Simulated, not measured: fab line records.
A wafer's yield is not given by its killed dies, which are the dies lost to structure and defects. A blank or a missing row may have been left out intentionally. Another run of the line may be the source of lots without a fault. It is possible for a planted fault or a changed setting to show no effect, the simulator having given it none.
Which of the tools did it? ; flow gf180mcu ; at 1 step of a route of 602, 14 lots with 42 wafers sampled

## WHAT THE GAUGES READ, wafer by wafer
GF_M2_THK_MEAS_06: measures by xrf.
lot;measured;on;M2_ALCU_THK (nm)
L725;day 18 05:16;film_metro-02;447 449 458
L726;day 18 12:05;film_metro-02;466 453 462
L728;day 19 10:45;film_metro-04;445 452 455
L729;day 19 19:16;film_metro-04;446 438 438
L735;day 22 09:07;film_metro-02;443 450 453
L736;day 22 15:28;film_metro-04;459 451 458
L737;day 22 21:27;film_metro-02;449 444 445
L738;day 23 03:58;film_metro-04;459 460 460
L739;day 23 14:17;film_metro-04;444 444 443
L741;day 24 03:11;film_metro-02;450 444 449
L742;day 24 12:39;film_metro-02;445 450 454
L743;day 24 19:44;film_metro-04;444 453 448
L746;day 25 17:29;film_metro-04;453 453 457
L748;day 26 06:51;film_metro-04;452 449 447

## TOOL THAT RAN EACH LOT (tool first, then ch and the chambers of the sampled wafers, then the start)
There is no process step in the record ahead of these readings.

## AS READ BY THE TOOLS THEMSELVES (means over the sampled wafers that have a number; for cases with no such wafer, the mark the record gives instead)
The record holds no such reading with a usual standard deviation.

## THE ANSWER, worked out from the rows above alone
Rule: usual is defined by the lots themselves. The widest of any qualifying gaps counts: lots, ordered by their means at a reading, are off when they make up no more than a third of the lots, leave a main group of 4 or more, and stand apart from it by 3 or more times the standard deviation of that group's means. The tables above print the reading to a certain number of digits; a main group whose means all agree to those digits is not used. Also off: a lot with no number at a reading for which 4 or more lots have one. Where the step has rows for the other lots, those lots are counted as sound. The gauges are gone through in route order, then the tools' own readings, and for those a lot's mean is taken as printed above. At the first step where some lot is off, the reading lying furthest off is the one used; lots without a number count as furthest.
Nothing can be told from this: no lot is off at any reading shown.

## WHAT WAS PUT IN BY THE SIMULATOR
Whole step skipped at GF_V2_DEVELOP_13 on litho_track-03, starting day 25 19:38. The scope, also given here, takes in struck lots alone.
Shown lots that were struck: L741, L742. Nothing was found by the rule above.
